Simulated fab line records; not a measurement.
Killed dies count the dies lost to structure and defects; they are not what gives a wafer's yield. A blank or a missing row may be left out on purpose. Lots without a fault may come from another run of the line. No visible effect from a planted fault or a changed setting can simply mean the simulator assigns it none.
Chamber matching | flow sky130 | 4 sister chambers for SKY_VIA4_CMP_02 on cmp-02
The step polishes SiO2. 8 wafers are shown with their chamber, then 9 later ones without.

## EACH WAFER AND ITS CHAMBER
wafer  | chamber | motor current A (A) | slurry flow ml min
L079.6 | 0       | 12.0                | 150.9
L080.1 | 2       | 11.4                | 150.6
L085.1 | 1       | 13.6                | 149.7
L085.5 | 0       | 10.9                | 149.7
L085.6 | 3       | 11.6                | 150.0
L087.1 | 1       | 13.6                | 150.4
L087.5 | 2       | 11.9                | 149.8
L087.6 | 3       | 12.7                | 149.7

## WAFERS WHOSE CHAMBER IS MISSING
wafer  | motor current A (A) | slurry flow ml min
L092.3 | 12.2                | 149.9
L092.5 | 12.0                | 150.6
L092.6 | 12.9                | 149.4
L095.3 | 11.4                | 150.4
L095.5 | 13.4                | 150.1
L095.6 | 11.5                | 150.4
L096.1 | 11.7                | 150.0
L096.3 | 12.5                | 149.9
L096.4 | 13.5                | 149.7

## WHICH CHAMBER EACH WENT THROUGH
wafer  | from the rows above               | in truth
L092.3 | can't be placed: 3 or 2 or 0      | 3
L092.5 | can't be placed: 2 or 0 or 3      | 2
L092.6 | can't be placed: 3 or 1 or 2 or 0 | 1
L095.3 | can't be placed: 0 or 2 or 3      | 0
L095.5 | can't be placed: 1 or 3           | 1
L095.6 | can't be placed: 0 or 2 or 3      | 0
L096.1 | can't be placed: 2 or 0 or 3      | 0
L096.3 | can't be placed: 3 or 2 or 1 or 0 | 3
L096.4 | can't be placed: 1 or 3           | 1
Correct placement for 0 of the 9. Not placeable from these rows: 9 (in 9, the candidates include the true chamber). Wrongly placed: 0.
How it was worked out, from the rows above alone: a wafer's distance from a chamber is the root of the sum, over the readings, of the square of ((its reading less the chamber's mean) divided by the reading's scatter). The wafer belongs to the nearest chamber; if the next one is less than 2 further off, it can't be placed. A chamber's mean is the mean of its shown wafers. The scatter is the square root of a quotient: the sum, over the shown wafers, of each reading's squared deviation from its chamber's mean, divided by wafers minus chambers.
